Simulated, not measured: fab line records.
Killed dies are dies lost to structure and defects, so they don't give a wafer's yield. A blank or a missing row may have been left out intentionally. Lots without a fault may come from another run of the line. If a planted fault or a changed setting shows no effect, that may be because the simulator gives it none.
Which tool did it?	flow gf180mcu	Sampling: 6 lots, 18 wafers, 2 of 602 route steps

## WHAT THE GAUGES SHOWED, per wafer
GF_VT_IMPLANT_RS_MEAS_46: the measuring method here is four-point-probe.
lot	measured	on	MVSD_RS (ohm/sq)
L334	day 8 02:16	film metro-03	456.1 456.3 456.0
L337	day 9 03:52	film metro-02	455.6 456.7 455.3
L339	day 9 19:16	film metro-03	457.7 458.5 458.5
L348	day 12 01:49	film metro-03	454.8 455.6 456.5
L350	day 12 14:40	film metro-02	456.3 456.8 456.3
L354	day 13 15:37	film metro-03	457.3 457.5 456.4

## EACH LOT AND THE TOOL THAT RAN IT (in order: tool; ch and the chambers of the sampled wafers; start)
lot	GF_VT_IMPLANT_RTA_45
L334	rtp anneal-02 ch 0, day 8 02:10
L337	rtp anneal-01 ch 0, day 9 03:46
L339	rtp anneal-01 ch 0, day 9 19:10
L348	rtp anneal-02 ch 0, day 12 01:43
L350	rtp anneal-01 ch 0, day 12 14:34
L354	rtp anneal-02 ch 0, day 13 15:30
- GF_VT_IMPLANT_RTA_45: time 30 s.

## THE ANSWER, worked out from the rows above alone
Rule: usual is defined by the lots themselves. Put in order of their means at a reading, lots are off if they are a third of the lots or fewer, leave a main group of 4 or more, and stand apart from it by a gap of 3 or more times the standard deviation of the main group's means; of several such gaps the widest counts. If all means in a main group match to the digits the tables above print for the reading, that group is not used. Also off: a lot with no number at a reading for which 4 or more lots have one. Where the step has rows for the other lots, those lots are counted as sound.
Across all readings shown, no lot is off: no conclusion can be drawn from this.

## WHAT THE SIMULATOR HAD INSERTED
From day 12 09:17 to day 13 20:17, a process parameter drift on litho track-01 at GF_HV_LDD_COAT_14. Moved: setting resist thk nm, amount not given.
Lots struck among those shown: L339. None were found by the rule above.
